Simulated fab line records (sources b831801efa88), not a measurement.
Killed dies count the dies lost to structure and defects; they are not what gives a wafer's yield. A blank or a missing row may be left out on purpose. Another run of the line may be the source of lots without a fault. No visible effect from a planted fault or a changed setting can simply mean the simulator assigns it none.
fab line records	flow sky130	part 1 of 2: steps 1 to 26 of 37
[record] lots = 5	wafers = 15	last-day = 49
route steps=708 shown CAPM@543 METAL3@555 VIA3@573
lots with no fault: from the same line, run without faults
start-h: hours from the record's opening day to when the first of the lot's shown wafers began	wait-h: time in hours since the lot's previous step	" repeats the value in the row above	L1.1+2: a row that stands for several wafers	- either no value or no given start	* or withheld: withheld	< > ~ a bound
route shown NAME@n: a module of which the file shows steps, and the number in the route of the first	usual: mean and standard deviation over wafers with no fault	same: alike in all rows	chamber/n: place in a boat	sites: the reading at each site	_std_site: the values' standard deviation	_edge_site: outer sites' mean less inner sites'	radius-mm: how far each site lies from the wafer's centre	mask NAME#n: copy n	behind: the last tool/chamber to shape the wafer	hold: reason for holding the lot/hours on hold/outcome of the hold	device: transistor that didn't switch, given as n, p or np	end of line: the route-end tests of the same wafers	step lacking rows: just its recipe	killed: dies lost to structure and defects at the first sort, not the wafer's yield	map: a wafer's dies, marking killed ones x, the rest . and places with no die _
set.NAME: the setting that was run; set.NAME@STEP: the one run at that earlier step	model.NAME: the simulator's own value behind a step, which no gauge read
lots seen at some steps along the route; tables by step, rows by wafer
services: a tool's chamber out of use, with start hour (start-h, from the record's first day; less than 0 if before it), hours out, and reason
[[steps]]
[step SKY_CAPM_HMDS_06]
[recipe] prime-time-s = 60	prime-temp-c = 120
lot.wafer	tool	chamber	start-h	wait-h
L077.3+5+6	litho-track-03	0	897.36	0.1
L085.1+2+5	litho-track-02	0	976.14	0.1
L088.1+2+5	litho-track-04	0	980.80	0.1
L091.3+5+6	litho-track-02	0	983.79	0.1
L094.2+4+5	litho-track-03	0	994.33	0.1
[step SKY_CAPM_COAT_07]
[recipe] resist = NOVOLAK	spin-rpm = 3000	resist-thk-nm = 1140
[usual] dispense-pressure-kPa = 49.3/2.3
lot.wafer	tool	chamber	start-h	wait-h	dispense-pressure-kPa
L077.3	litho-track-03	0	897.51	0.1	51.5
L077.5	"	0	"	"	51.5
L077.6	"	0	"	"	51.6
L085.1	litho-track-02	0	976.29	0.1	45.9
L085.2	"	0	"	"	45.9
L085.5	"	0	"	"	46.0
L088.1	litho-track-04	0	980.95	0.1	50.0
L088.2	"	0	"	"	50.1
L088.5	"	0	"	"	50.1
L091.3	litho-track-02	0	983.94	0.1	45.9
L091.5	"	0	"	"	46.0
L091.6	"	0	"	"	46.0
L094.2	litho-track-03	0	994.48	0.1	51.5
L094.4	"	0	"	"	51.5
L094.5	"	0	"	"	51.5
[step SKY_CAPM_SOFTBAKE_08]
[recipe] temp-c = 90	time-s = 60	resist = NOVOLAK
[usual] heater-power-total-W = 56.60/0.041
lot.wafer	tool	chamber	start-h	wait-h	heater-power-total-W
L077.3	litho-track-03	0	897.66	0.1	56.63
L077.5	"	0	"	"	56.53
L077.6	"	0	"	"	56.57
L085.1	litho-track-02	0	976.44	0.1	56.58
L085.2	"	0	"	"	56.57
L085.5	"	0	"	"	56.57
L088.1	litho-track-04	0	981.10	0.1	56.62
L088.2	"	0	"	"	56.66
L088.5	"	0	"	"	56.62
L091.3	litho-track-02	0	984.09	0.1	56.56
L091.5	"	0	"	"	56.65
L091.6	"	0	"	"	56.60
L094.2	litho-track-03	0	994.63	0.1	56.62
L094.4	"	0	"	"	56.64
L094.5	"	0	"	"	56.70
[step SKY_CAPM_EXPOSE_09]
[recipe] mask-id = CAPM	na = 0.6	source-shape = conventional	sigma-outer = 0.6	polarization = unpolarized	target-cd-nm = 1000	dose-mj = 159
lot.wafer	tool	chamber	start-h	wait-h	mask
L077.3+5+6	iline-stepper-01	0	-	-	CAPM#0
L085.1+2+5	iline-stepper-01	0	-	-	CAPM#0
L088.1+2+5	iline-stepper-01	0	-	-	CAPM#0
L091.3+5+6	iline-stepper-02	0	-	-	CAPM#0
L094.2+4+5	iline-stepper-01	0	-	-	CAPM#0
[step SKY_CAPM_PEB_10]
[recipe] temp-c = withheld	time-s = *	resist = NOVOLAK
lot.wafer	tool	chamber	start-h	wait-h
L077.3+5+6	litho-track-02	0	-	-
L085.1+2+5	litho-track-02	0	-	-
L088.1+2+5	litho-track-03	0	-	-
L091.3+5+6	litho-track-03	0	-	-
L094.2+4+5	litho-track-02	0	-	-
[step SKY_CAPM_DEVELOP_11]
[recipe] resist = NOVOLAK	developer = TMAH	develop-time-s = 60	dev-temp-c = 23
[usual] developer-temp-C = 22.99/0.11
lot.wafer	tool	chamber	start-h	wait-h	developer-temp-C
L077.3	litho-track-02	0	909.84	0.1	22.87
L077.5	"	0	"	"	23.02
L077.6	"	0	"	"	22.72
L085.1	litho-track-02	0	987.64	0.1	23.06
L085.2	"	0	"	"	22.92
L085.5	"	0	"	"	23.13
L088.1	litho-track-03	0	992.41	0.1	22.88
L088.2	"	0	"	"	22.90
L088.5	"	0	"	"	22.97
L091.3	litho-track-03	0	994.96	0.1	22.96
L091.5	"	0	"	"	23.10
L091.6	"	0	"	"	23.06
L094.2	litho-track-02	0	1005.82	0.1	23.20
L094.4	"	0	"	"	23.15
L094.5	"	0	"	"	23.03
[step SKY_CAPM_OVL_MEAS_12]
[usual] CAPM_OVL = -0.3/1.2
lot.wafer	tool	chamber	start-h	wait-h	CAPM_OVL[nm]
L077.3	overlay-01	-	909.95	0.1	-0.7
L077.5	"	-	"	"	0.1
L077.6	"	-	"	"	-1.0
L085.1	overlay-02	-	987.79	0.1	-1.7
L085.2	"	-	"	"	-1.4
L085.5	"	-	"	"	-1.2
L088.1	overlay-01	-	992.56	0.1	0.7
L088.2	"	-	"	"	2.1
L088.5	"	-	"	"	1.0
L091.3	overlay-01	-	995.07	0.1	-0.2
L091.5	"	-	"	"	-0.5
L091.6	"	-	"	"	0.1
L094.2	overlay-02	-	1005.95	0.1	-1.1
L094.4	"	-	"	"	-2.5
L094.5	"	-	"	"	-1.2
[step SKY_CAPM_METAL_ETCH_13]
[recipe] target-depth-nm = 220	stop-on = SiO2	chemistry = Cl2/BCl3	target = TiN	pressure-mtorr = 10	icp-w = 900	bias-w = 48.5	Cl2_flow_sccm = 60	bcl3-flow-sccm = 30	time-s = 62.9
[usual] bias-w = 48.50/0.15	drypump-motor-current-A = 5.7/0.53	oes-product-au = 0.942/0.0075	throttle-valve-pct = 21.902/0.01
lot.wafer	tool	chamber	start-h	wait-h	bias-w	drypump-motor-current-A	oes-product-au	rf-hours-counter-h	throttle-valve-pct
L077.3	rie-metal-01	1	910.00	0.0	48.44	5.1	0.943	-	21.900
L077.5	"	1	"	"	48.42	5.1	0.935	-	21.907
L077.6	"	0	"	"	48.48	6.2	0.943	-	21.898
L085.1	rie-metal-02	0	987.83	0.0	48.72	6.5	0.936	12	21.885
L085.2	"	1	"	"	48.66	5.3	0.948	9	21.892
L085.5	"	0	"	"	48.72	6.5	0.951	-	21.887
L088.1	rie-metal-01	1	992.59	0.0	48.43	5.0	0.959	7	21.895
L088.2	"	0	"	"	48.68	6.2	0.950	15	21.908
L088.5	"	1	"	"	48.35	5.1	0.958	-	21.883
L091.3	rie-metal-04	0	995.12	0.0	48.59	5.8	0.940	-	21.901
L091.5	"	1	"	"	48.57	5.2	0.944	-	21.903
L091.6	"	0	"	"	48.52	5.9	0.947	-	21.897
L094.2	rie-metal-02	1	1005.98	0.0	48.54	5.3	0.950	10	21.898
L094.4	"	1	"	"	48.46	5.3	0.939	-	21.878
L094.5	"	0	"	"	48.60	6.5	0.945	-	21.897
[step SKY_CAPM_STRIP_14]
[recipe] chemistry = O2/N2	power-w = 1400	pressure-mtorr = 1500	platen-temp-c = withheld	o2-flow-sccm = 3000	n2-flow-sccm = 300	overash-fraction = 0.5
[usual] drypump-motor-current-A = 5.8/0.6	n2-flow-sccm = 299.9/0.84	oes-product-au = 0.711/0.0047	strip-time-to-endpoint-s = 12.66/0.06
lot.wafer	tool	chamber	start-h	wait-h	drypump-motor-current-A	n2-flow-sccm	oes-product-au	rf-hours-counter-h	strip-time-to-endpoint-s
L077.3	plasma-asher-01	0	910.09	0.1	5.3	298.1	0.717	-	12.70
L077.5	"	0	"	"	5.3	298.8	0.715	-	12.65
L077.6	"	1	"	"	5.6	299.3	0.709	-	12.63
L085.1	plasma-asher-01	1	987.90	0.1	5.6	299.4	0.708	76	12.67
L085.2	"	0	"	"	5.3	299.2	0.712	76	12.61
L085.5	"	0	"	"	5.3	300.1	0.713	-	12.67
L088.1	plasma-asher-02	0	992.67	0.1	6.7	299.6	0.715	122	12.77
L088.2	"	1	"	"	5.3	301.1	0.710	122	12.75
L088.5	"	0	"	"	6.7	299.4	0.718	-	12.72
L091.3	plasma-asher-01	1	995.20	0.1	5.6	300.1	0.708	-	12.72
L091.5	"	0	"	"	5.3	300.6	0.711	-	12.73
L091.6	"	1	"	"	5.6	300.9	0.715	-	12.72
L094.2	plasma-asher-02	1	1006.05	0.1	5.3	299.8	0.701	123	12.58
L094.4	"	1	"	"	5.3	299.5	0.707	-	12.58
L094.5	"	0	"	"	6.8	299.3	0.711	-	12.68
[step SKY_CAPM_STRIP_15]
[recipe] chemistry = post-etch-residue-remover	time-s = 1200	temp-c = 72.5
lot.wafer	tool	chamber	start-h	wait-h
L077.3+5+6	wet-bench-01	2	910.15	0.0
L085.1+2+5	wet-bench-04	1	988.00	0.1
L088.1+2+5	wet-bench-04	3	992.77	0.1
L091.3+5+6	wet-bench-01	3	995.27	0.0
L094.2+4+5	wet-bench-04	1	1006.15	0.1
[step SKY_CAPM_CLEAN_16]
[recipe] chemistry = IPA	time-s = 180	temp-c = 25
lot.wafer	tool	chamber	start-h	wait-h
L077.3+5+6	wet-bench-04	2	910.50	0.0
L085.1+2+5	wet-bench-04	2	988.38	0.0
L088.1+2+5	wet-bench-02	2	993.11	0.0
L091.3+5+6	wet-bench-02	3	995.61	0.0
L094.2+4+5	wet-bench-04	1	1006.50	0.0
[step SKY_CAPM_CLEAN_17]
[recipe] chemistry = O3/DIW	dry = n2-spin
lot.wafer	tool	chamber	start-h	wait-h
L077.3+5+6	wet-bench-01	2	910.55	0.0
L085.1+2+5	wet-bench-04	2	988.44	0.0
L088.1+2+5	wet-bench-04	1	993.17	0.0
L091.3+5+6	wet-bench-01	1	995.67	0.0
L094.2+4+5	wet-bench-04	2	1006.55	0.0
[step SKY_METAL3_DEHYDRATE_05]
[recipe] temp-c = 200	time-s = 60
[usual] heater-power-total-W = 160.37/0.14
lot.wafer	tool	chamber	start-h	wait-h	heater-power-total-W
L077.3	litho-track-03	0	921.41	10.8	160.40
L077.5	"	0	"	"	160.45
L077.6	"	0	"	"	160.34
L085.1	litho-track-04	0	999.85	11.3	160.53
L085.2	"	0	"	"	160.28
L085.5	"	0	"	"	160.32
L088.1	litho-track-03	0	1003.91	10.6	160.55
L088.2	"	0	"	"	160.30
L088.5	"	0	"	"	160.27
L091.3	litho-track-01	0	1006.56	10.8	160.24
L091.5	"	0	"	"	160.41
L091.6	"	0	"	"	160.14
L094.2	litho-track-04	0	1016.88	10.2	160.13
L094.4	"	0	"	"	160.53
L094.5	"	0	"	"	160.27
[step SKY_METAL3_HMDS_06]
[recipe] prime-time-s = 60	prime-temp-c = 120
lot.wafer	tool	chamber	start-h	wait-h
L077.3+5+6	litho-track-03	0	921.56	0.1
L085.1+2+5	litho-track-04	0	1000.00	0.1
L088.1+2+5	litho-track-03	0	1004.06	0.1
L091.3+5+6	litho-track-01	0	1006.71	0.1
L094.2+4+5	litho-track-04	0	1017.03	0.1
[step SKY_METAL3_COAT_07]
[recipe] resist = BARC	temp-c = withheld	time-s = withheld	spin-rpm = 3000	resist-thk-nm = 60
[usual] dispense-pressure-kPa = 48.9/2.9
lot.wafer	tool	chamber	start-h	wait-h	dispense-pressure-kPa
L077.3	litho-track-03	0	921.71	0.1	51.5
L077.5	"	0	"	"	51.6
L077.6	"	0	"	"	51.6
L085.1	litho-track-04	0	1000.15	0.1	50.1
L085.2	"	0	"	"	50.1
L085.5	"	0	"	"	50.0
L088.1	litho-track-03	0	1004.21	0.1	51.6
L088.2	"	0	"	"	51.5
L088.5	"	0	"	"	51.6
L091.3	litho-track-01	0	1006.86	0.1	45.3
L091.5	"	0	"	"	45.3
L091.6	"	0	"	"	45.3
L094.2	litho-track-04	0	1017.18	0.1	50.0
L094.4	"	0	"	"	50.0
L094.5	"	0	"	"	50.0
[step SKY_METAL3_COAT_08]
[recipe] resist = KrF-thick	spin-rpm = 3000	resist-thk-nm = 1140
[usual] dispense-pressure-kPa = 48.9/2.9
lot.wafer	tool	chamber	start-h	wait-h	dispense-pressure-kPa
L077.3	litho-track-03	0	-	-	51.6
L077.5	"	0	"	"	51.5
L077.6	"	0	"	"	51.6
L085.1	litho-track-04	0	-	-	50.0
L085.2	"	0	"	"	50.0
L085.5	"	0	"	"	50.0
L088.1	litho-track-03	0	-	-	51.5
L088.2	"	0	"	"	51.6
L088.5	"	0	"	"	51.6
L091.3	litho-track-01	0	-	-	45.3
L091.5	"	0	"	"	45.3
L091.6	"	0	"	"	45.3
L094.2	litho-track-04	0	-	-	50.0
L094.4	"	0	"	"	50.1
L094.5	"	0	"	"	50.0
[step SKY_METAL3_SOFTBAKE_09]
[recipe] temp-c = 100	time-s = 90	resist = KrF-thick
[usual] heater-power-total-W = 57.35/0.12
lot.wafer	tool	chamber	start-h	wait-h	heater-power-total-W
L077.3	litho-track-03	0	-	-	57.50
L077.5	"	0	"	"	57.37
L077.6	"	0	"	"	57.49
L085.1	litho-track-04	0	-	-	57.39
L085.2	"	0	"	"	57.29
L085.5	"	0	"	"	57.46
L088.1	litho-track-03	0	-	-	57.41
L088.2	"	0	"	"	57.20
L088.5	"	0	"	"	57.14
L091.3	litho-track-01	0	-	-	57.30
L091.5	"	0	"	"	57.22
L091.6	"	0	"	"	57.19
L094.2	litho-track-04	0	-	-	57.51
L094.4	"	0	"	"	57.22
L094.5	"	0	"	"	57.45
[step SKY_METAL3_EXPOSE_10]
[recipe] mask-id = MM3	na = 0.68	source-shape = annular	sigma-inner = 0.4	sigma-outer = 0.8	target-cd-nm = 300	dose-mj = 28
lot.wafer	tool	chamber	start-h	wait-h	mask
L077.3+5+6	krf-scanner-01	0	-	-	MM3#0
L085.1+2+5	krf-scanner-02	0	-	-	MM3#0
L088.1+2+5	krf-scanner-01	0	-	-	MM3#0
L091.3+5+6	krf-scanner-02	0	-	-	MM3#0
L094.2+4+5	krf-scanner-01	0	-	-	MM3#0
[step SKY_METAL3_PEB_11]
[recipe] peb-temp-c = withheld	peb-time-s = withheld	resist = KrF-thick
lot.wafer	tool	chamber	start-h	wait-h
L077.3+5+6	litho-track-01	0	-	-
L085.1+2+5	litho-track-01	0	-	-
L088.1+2+5	litho-track-04	0	-	-
L091.3+5+6	litho-track-01	0	-	-
L094.2+4+5	litho-track-03	0	-	-
[step SKY_METAL3_DEVELOP_12]
[recipe] develop-time-s = 60	resist = KrF-thick	dev-temp-c = 21
[usual] developer-temp-C = 21.01/0.11
lot.wafer	tool	chamber	start-h	wait-h	developer-temp-C
L077.3	litho-track-01	0	-	-	21.26
L077.5	"	0	"	"	21.08
L077.6	"	0	"	"	21.22
L085.1	litho-track-01	0	-	-	21.00
L085.2	"	0	"	"	21.09
L085.5	"	0	"	"	21.13
L088.1	litho-track-04	0	-	-	21.08
L088.2	"	0	"	"	21.04
L088.5	"	0	"	"	20.96
L091.3	litho-track-01	0	-	-	21.20
L091.5	"	0	"	"	21.04
L091.6	"	0	"	"	20.96
L094.2	litho-track-03	0	-	-	21.01
L094.4	"	0	"	"	20.75
L094.5	"	0	"	"	20.97
[step SKY_METAL3_CD_MEAS_13]
[recipe] target-cd-nm = 300
[usual] cd-nm = 299.9/1.2
lot.wafer	tool	chamber	start-h	wait-h	cd-nm
L077.3	cd-sem-01	-	935.00	-	300.0
L077.5	"	-	"	"	299.6
L077.6	"	-	"	"	299.4
L085.1	cd-sem-02	-	1011.76	-	301.1
L085.2	"	-	"	"	303.1
L085.5	"	-	"	"	303.2
L088.1	cd-sem-02	-	1014.95	-	299.6
L088.2	"	-	"	"	298.4
L088.5	"	-	"	"	297.8
L091.3	cd-sem-01	-	1018.60	-	299.8
L091.5	"	-	"	"	300.6
L091.6	"	-	"	"	298.2
L094.2	cd-sem-01	-	1029.38	-	299.7
L094.4	"	-	"	"	300.8
L094.5	"	-	"	"	300.1
[step SKY_METAL3_OVL_MEAS_14]
[usual] METAL3_OVL = 2/4.9
lot.wafer	tool	chamber	start-h	wait-h	METAL3_OVL[nm]
L077.3	overlay-01	-	935.09	0.1	3
L077.5	"	-	"	"	7
L077.6	"	-	"	"	-1
L085.1	overlay-01	-	1011.88	0.1	4
L085.2	"	-	"	"	0
L085.5	"	-	"	"	9
L088.1	overlay-01	-	1015.07	0.1	6
L088.2	"	-	"	"	5
L088.5	"	-	"	"	10
L091.3	overlay-02	-	1018.69	0.1	-5
L091.5	"	-	"	"	-5
L091.6	"	-	"	"	-3
L094.2	overlay-02	-	1029.48	0.1	10
L094.4	"	-	"	"	11
L094.5	"	-	"	"	9
[step SKY_METAL3_DESCUM_15]
[recipe] chemistry = O2	source-power-w = 150	bias-power-w = 0	pressure-mtorr = 10	temp-c = 40	time-s = 8
[usual] drypump-motor-current-A = 5.7/0.56	oes-product-au = 0.998/0.0099
lot.wafer	tool	chamber	start-h	wait-h	drypump-motor-current-A	oes-product-au	rf-hours-counter-h
L077.3	rie-metal-03	0	935.13	0.0	6.3	1.008	-
L077.5	"	1	"	"	5.6	0.984	-
L077.6	"	0	"	"	6.3	1.011	-
L085.1	rie-metal-01	0	1011.92	0.0	6.2	0.991	17
L085.2	"	1	"	"	5.1	0.991	8
L085.5	"	1	"	"	5.1	1.004	-
L088.1	rie-metal-01	0	1015.11	0.0	6.2	0.995	17
L088.2	"	1	"	"	5.1	0.986	8
L088.5	"	1	"	"	5.1	1.001	-
L091.3	rie-metal-01	0	1018.73	0.0	6.2	0.999	-
L091.5	"	0	"	"	6.2	0.994	-
L091.6	"	1	"	"	5.1	0.984	-
L094.2	rie-metal-03	1	1029.51	0.0	5.6	0.995	8
L094.4	"	0	"	"	6.2	1.007	-
L094.5	"	1	"	"	5.6	1.002	-
[step SKY_METAL3_ETCH_16]
[recipe] chemistry = N2/H2	target = BARC	ion-energy-ev = 200	bias-w = 100	pressure-mtorr = 30	n2-flow-sccm = 100	h2-flow-sccm = 200	icp-w = 500	stop-on = SiO2	time-s = 88.2	target-depth-a = 600
[usual] bias-w = 100.02/0.28	drypump-motor-current-A = 5.7/0.56	n2-flow-sccm = 99.99/0.29	oes-product-au = 0.626/0.0049	throttle-valve-pct = 13.205/0.0091
lot.wafer	tool	chamber	start-h	wait-h	bias-w	drypump-motor-current-A	n2-flow-sccm	oes-product-au	rf-hours-counter-h	throttle-valve-pct
L077.3	rie-metal-03	0	935.18	0.0	100.26	6.3	99.98	0.610	-	13.204
L077.5	"	1	"	"	99.80	5.6	100.06	0.631	-	13.209
L077.6	"	0	"	"	100.05	6.3	100.03	0.629	-	13.189
L085.1	rie-metal-01	0	1011.95	0.0	99.81	6.2	99.72	0.625	17	13.195
L085.2	"	1	"	"	100.26	5.1	99.98	0.622	8	13.208
L085.5	"	1	"	"	99.95	5.1	99.49	0.628	-	13.190
L088.1	rie-metal-01	0	1015.14	0.0	99.53	6.2	100.35	0.626	17	13.189
L088.2	"	1	"	"	100.37	5.1	100.28	0.627	8	13.215
L088.5	"	1	"	"	100.29	5.1	100.32	0.621	-	13.200
L091.3	rie-metal-01	0	1018.78	0.0	99.63	6.2	100.06	0.618	-	13.205
L091.5	"	0	"	"	100.04	6.2	99.76	0.627	-	13.206
L091.6	"	1	"	"	99.59	5.1	99.77	0.624	-	13.220
L094.2	rie-metal-03	1	1029.54	0.0	100.36	5.6	99.60	0.621	8	13.203
L094.4	"	0	"	"	99.85	6.2	100.31	0.624	-	13.211
L094.5	"	1	"	"	99.98	5.6	99.96	0.622	-	13.205
[step SKY_METAL3_ETCH_17]
[recipe] target = SiO2	stop-on = TiN	chemistry = C4F8/O2/Ar	source-w = 1500	bias-w = 1200	pressure-mtorr = 40	c4f8-flow-sccm = withheld	O2_flow_sccm = 6	Ar_flow_sccm = 300	time-s = 3.9	target-depth-a = 150
[usual] bias-w = 1200/3.3	oes-product-au = 0.750/0.0072
lot.wafer	tool	chamber	start-h	wait-h	bias-w	oes-product-au	rf-hours-counter-h
L077.3	rie-diel-04	3	935.25	0.0	1200	0.757	14
L077.5	"	0	"	"	1200	0.759	-
L077.6	"	1	"	"	1206	0.755	-
L085.1	rie-diel-03	2	1012.05	0.1	1197	0.734	21
L085.2	"	3	"	"	1204	0.739	12
L085.5	"	0	"	"	1195	0.756	-
L088.1	rie-diel-03	2	1015.24	0.1	1203	0.751	21
L088.2	"	1	"	"	1200	0.734	19
L088.5	"	3	"	"	1203	0.752	-
L091.3	rie-diel-03	2	1018.85	0.0	1197	0.741	21
L091.5	"	2	"	"	1195	0.756	-
L091.6	"	3	"	"	1203	0.755	-
L094.2	rie-diel-04	3	1029.64	0.1	1204	0.754	16
L094.4	"	0	"	"	1199	0.751	17
L094.5	"	1	"	"	1200	0.751	-
[step SKY_METAL3_METAL_ETCH_18]
[recipe] target-depth-a = 8450	stop-on = SiO2	over-etch-frac = 0.3	time-s = 183.1	chemistry = Cl2/BCl3	resist-sidewall-deg = 88	pressure-mtorr = 10	icp-w = 900	bias-w = 48.5	Cl2_flow_sccm = 60	bcl3-flow-sccm = 30
[usual] bias-w = 48.52/0.15	drypump-motor-current-A = 5.9/0.46	oes-product-au = 0.864/0.0077	throttle-valve-pct = 22.264/0.0092
lot.wafer	tool	chamber	start-h	wait-h	bias-w	drypump-motor-current-A	oes-product-au	rf-hours-counter-h	throttle-valve-pct
L077.3	rie-metal-02	1	935.32	0.1	48.75	5.3	0.875	-	22.280
L077.5	"	1	"	"	48.58	5.3	0.860	-	22.257
L077.6	"	0	"	"	48.48	6.5	0.866	-	22.259
L085.1	rie-metal-02	0	1012.07	0.0	48.61	6.5	0.861	12.9	22.278
L085.2	"	1	"	"	48.62	5.3	0.875	10.5	22.258
L085.5	"	0	"	"	48.58	6.5	0.869	-	22.259
L088.1	rie-metal-02	0	1015.26	0.0	48.55	6.5	0.863	13.4	22.274
L088.2	"	1	"	"	48.54	5.3	0.859	11.0	22.248
L088.5	"	0	"	"	48.27	6.5	0.865	-	22.272
L091.3	rie-metal-03	0	1018.92	0.1	48.59	6.2	0.857	-	22.257
L091.5	"	1	"	"	48.18	5.6	0.856	-	22.273
L091.6	"	0	"	"	48.40	6.3	0.859	-	22.267
L094.2	rie-metal-02	0	1029.66	0.0	48.49	6.5	0.869	14.7	22.268
L094.4	"	1	"	"	48.72	5.3	0.851	-	22.267
L094.5	"	1	"	"	48.22	5.3	0.865	-	22.262
